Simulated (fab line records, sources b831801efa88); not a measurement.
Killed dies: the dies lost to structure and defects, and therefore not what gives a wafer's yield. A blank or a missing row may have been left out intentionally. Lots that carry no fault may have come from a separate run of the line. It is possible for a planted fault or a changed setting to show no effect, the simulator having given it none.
One fault through the eyes of 2 desks | flow gf180mcu | numbers are kept per desk, each desk with only its own; the story behind them comes last

THE TOOL OWNER'S DESK: plasma_asher-03
The tool's own readings at GF_M1_STRIP_17 (strips in O2/N2): means of the sampled wafers that have a number, for each lot that ran on this tool. If a lot's mean is further than 4 standard deviations from the usual mean, the lot is out of limits and carries the mark OUT (the distance appears in the brackets).
Columns: A = drypump_motor_current_A at GF_M1_STRIP_17, usual 5.6 A; B = heater_power_w at GF_M1_STRIP_17, usual 363 W; C = oes_product_au at GF_M1_STRIP_17, usual 0.539 a.u.; D = strip_time_to_endpoint_s at GF_M1_STRIP_17, usual 7.42 s
lot  | first seen here | A   | B   | C     | D
L884 | day 17 15:41    | 5.0 | 395 | 0.538 | 7.38
L886 | day 18 05:05    | 5.0 | 390 | 0.540 | 7.45
L892 | day 20 11:15    | 5.0 | 390 | 0.544 | 7.42
L893 | day 20 22:26    | 4.7 | 427 | 0.536 | 7.37
L894 | day 21 05:56    | 5.4 | 352 | 0.544 | 7.48
L902 | day 24 02:07    | 5.0 | 394 | 0.545 | 7.49
L904 | day 24 18:17    | 5.4 | 352 | 0.544 | 7.41
Finding of this desk: none of the 7 lots has anything out of limits.

THE METROLOGY DESK
Lot by lot, what the gauges showed, no matter which tool ran the lot: averages of those sampled wafers that carry a number. If a lot's mean is further than 4 standard deviations from the usual mean, the lot is out of limits and carries the mark OUT (the distance appears in the brackets).
Columns: A = V5_W_THK at GF_V5_THK_MEAS_25, usual 356 nm
lot  | first seen here | A
L883 | day 27 06:38    | 343
L884 | day 27 17:30    | 352
L886 | day 28 04:47    | 357
L887 | day 28 09:30    | 369
L892 | day 30 00:40    | 363
L893 | day 30 08:25    | 366
L894 | day 30 12:56    | 349
L896 | day 31 06:19    | 351
L901 | day 32 11:31    | 362
L902 | day 32 18:16    | 356
L904 | day 33 06:14    | 350
L906 | day 33 14:19    | 351
Finding of this desk: none of the 12 lots has anything out of limits.

TAKEN TOGETHER
The tool owner's desk saw nothing out of limits.
Nothing out of limits was seen by the metrology desk.

WHAT WAS PUT IN BY THE SIMULATOR
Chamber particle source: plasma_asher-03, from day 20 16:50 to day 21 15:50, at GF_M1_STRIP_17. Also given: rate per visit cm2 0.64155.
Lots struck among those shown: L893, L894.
